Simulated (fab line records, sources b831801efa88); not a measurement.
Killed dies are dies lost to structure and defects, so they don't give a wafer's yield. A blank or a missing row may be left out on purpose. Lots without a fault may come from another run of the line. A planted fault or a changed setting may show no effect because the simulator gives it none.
One fault seen from 2 desks | flow sky130 | each desk has only its own numbers; what lay behind them comes last

THE TOOL OWNER'S DESK: rie_si-02
The tool's own readings at SKY_FIELD_ISO_ETCH_17 (etches Si in HBr/Cl2/O2, target depth 342 nm, time 97.7 s): means of the sampled wafers that have a number, for each lot that ran on this tool. A lot is out of limits, marked OUT, if its mean lies more than 4 standard deviations from the usual mean; the brackets give that distance.
Columns: A = drypump_motor_current_A at SKY_FIELD_ISO_ETCH_17, usual 5.9 A; B = oes_product_au at SKY_FIELD_ISO_ETCH_17, usual 1.001 a.u.; C = run_length_s at SKY_FIELD_ISO_ETCH_17, usual 125.9 s; D = throttle_valve_pct at SKY_FIELD_ISO_ETCH_17, usual 25.656 %
lot  | first seen here | A   | B     | C               | D
L699 | day 2 15:20     | 6.3 | 0.996 | 125.7           | 25.645
L700 | day 2 21:23     | 6.5 | 0.993 | 125.5           | 25.662
L701 | day 3 02:23     | 6.3 | 0.990 | 125.8           | 25.667
L704 | day 3 17:04     | 6.2 | 1.006 | 125.9           | 25.657
L706 | day 4 03:11     | 6.1 | 0.998 | 125.7           | 25.656
L711 | day 5 07:50     | 6.2 | 1.015 | 125.9           | 25.650
L714 | day 5 21:26     | 6.4 | 0.995 | 111.7 (-46) OUT | 25.654
L715 | day 6 03:08     | 6.4 | 1.010 | 118.5 (-24) OUT | 25.648
L717 | day 6 13:11     | 6.2 | 1.015 | 118.9 (-23) OUT | 25.650
This desk's finding: out of limits on L714, L715, L717; first on L714, day 5 21:26 (run_length_s at SKY_FIELD_ISO_ETCH_17). In limits: L699, L700, L701, L704, L706, L711.

THE METROLOGY DESK
What the gauges read, lot by lot, whatever tool the lot ran on: means of the sampled wafers that have a number. A lot is out of limits, marked OUT, if its mean lies more than 4 standard deviations from the usual mean; the brackets give that distance.
Columns: A = INCOMING_BOW at SKY_FIELD_ISO_BOW_MEAS_00, usual 0 um; B = NWELL_00_OVL at SKY_NWELL_OVL_MEAS_10, usual 1.7 nm
lot  | first seen here | A  | B
L698 | day 1 15:01     | 3  | 0.8
L699 | day 1 20:00     | 3  | 3.0
L700 | day 2 01:00     | -9 | 1.0
L701 | day 2 06:01     | -4 | -0.0
L703 | day 2 16:01     | -1 | 1.9
L704 | day 2 21:04     | 3  | 0.7
L706 | day 3 07:00     | 1  | 4.9
L708 | day 3 17:00     | -3 | -0.1
L710 | day 4 03:00     | -1 | 1.4
L711 | day 4 08:01     | 1  | -0.3
L714 | day 4 23:04     | -3 | 1.9
L715 | day 5 04:02     | 0  | 2.8
L716 | day 5 09:01     | -0 | 2.3
L717 | day 5 14:01     | 6  | 0.4
This desk's finding: nothing out of limits on any of the 14 lots.

PUT TOGETHER
The tool owner's desk could have raised an alarm at day 5 21:26, on L714, L715, L717.
The metrology desk saw nothing out of limits.
The metrology desk has L714, L715, L717 on record, within its limits.
Of the lots named, all ran SKY_FIELD_ISO_ETCH_17 on rie_si-02.

WHAT THE SIMULATOR HAD PUT IN
Process parameter drift: rie_si-02, from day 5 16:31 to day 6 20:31, at SKY_FIELD_ISO_ETCH_17. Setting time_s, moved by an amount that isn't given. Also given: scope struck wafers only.
Lots struck among those shown: L714, L715, L717.
Hours from the fault's start to each desk's first reading out of limits: the tool owner's desk, 5.
